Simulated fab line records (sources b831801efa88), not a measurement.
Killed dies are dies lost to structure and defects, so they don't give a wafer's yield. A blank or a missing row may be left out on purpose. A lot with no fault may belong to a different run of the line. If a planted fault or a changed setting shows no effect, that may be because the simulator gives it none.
Problem report in the 8D (eight disciplines) form, filled by code | flow gf180mcu | the parts of the form that need people (team, actions taken, sign-off) are left out

== 1. THE ISSUE ==
GF_VT_IMPLANT_WET_ETCH_50, run-length-s: mean 137 s on 3 wafers (1 lot); fault-free wafers 428 s, standard deviation 3.7. Measured from the usual mean, that is -79 standard deviations.
The step: etches SiO2 in dHF, target depth 20 nm, time 400 s.
First observed at day 11 13:38: wafer L501.2, on wet-bench-03. The record has a number at this step for 15 wafers belonging to 5 lots. Rule for "out" (also "out of limits"): further than 4 standard deviations from the usual mean. The other wafers with a number count as sound.

== 2. WHAT IT IS, AND WHAT IT ISN'T ==
question                    | is                     | is not
which readings at this step | run-length-s           | -
which lots                  | L501                   | L494, L495, L497, L508
which wafers of those lots  | all that have a number | -
read on which tools         | wet-bench-03           | wet-bench-01, wet-bench-02
when                        | from day 11 13:38      | up to then (9 sound wafers); but 3 sound wafers of L508 came after

== 3. SUSPECTS, AND WHAT RULES EACH OUT ==
Counting: a tool at a process step up to the reading stays a suspect if it ran every lot that is out and no sound lot after the first of them.
- plasma-asher-03 at GF_VT_IMPLANT_STRIP_42 (strips in O2/N2): kept. It ran the lot that is out, L501 (day 11 12:50), and no sound lot after that; its last sound lot up to then is L497 (day 10 08:41).
- rtp-anneal-01 at GF_VT_IMPLANT_RTA_45 (time 30 s): ruled out as a lasting fault. The sound lots L508 went through it after L501, its earliest lot that is out (day 11 13:04).
- wet-bench-03 at GF_VT_IMPLANT_WET_ETCH_50 (etches SiO2 in dHF, target depth 20 nm, time 400 s): kept. It ran the lot that is out, L501 (day 11 13:38), and no sound lot after that; its last sound lot up to then is L494 (day 9 13:37). Its own run-length-s readings are out on those wafers.
What counting leaves: plasma-asher-03 at GF_VT_IMPLANT_STRIP_42 and wet-bench-03 at GF_VT_IMPLANT_WET_ETCH_50.

== 4. THE CAUSE (what the simulator had put in) ==
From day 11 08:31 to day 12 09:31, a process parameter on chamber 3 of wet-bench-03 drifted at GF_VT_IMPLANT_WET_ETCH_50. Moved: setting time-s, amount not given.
Of the 2 suspects that counting leaves, this tool is one.

== 5. SEQUENCE OF EFFECTS, ordered by route ==
Rows list readings where the struck wafers' mean (over those with a number) sits beyond 3 standard deviations from the usual. Only readings for which the record gives a usual standard deviation are gone through. hours: the time from each lot's start at the first step in this table that gives one to its start at this step, as a median over the lots. sigmas: the change in usual standard deviations.
hours | step                      | reading      | usual | on struck wafers | change | sigmas
0     | GF_VT_IMPLANT_WET_ETCH_50 | run-length-s | 428 s | 137              | -291   | -79
It contains these process steps:
- GF_VT_IMPLANT_WET_ETCH_50: etches SiO2 in dHF, target depth 20 nm, time 400 s.
Later steps that measure or inspect, where all struck wafers having a row at the step show a number for every such reading and not one has moved that far: GF_DUAL_GATE_THK_MEAS_03, GF_DUAL_GATE_OVL_MEAS_11, GF_POLY_GATE_THK_MEAS_01, GF_POLY_GATE_CD_MEAS_10, GF_POLY_GATE_OVL_MEAS_11.

== 6. HOW IT WOULD HAVE BEEN CAUGHT EARLIER ==
First out-of-limits reading in this record: day 11 13:38, which is 5 hours after fault onset at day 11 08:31.
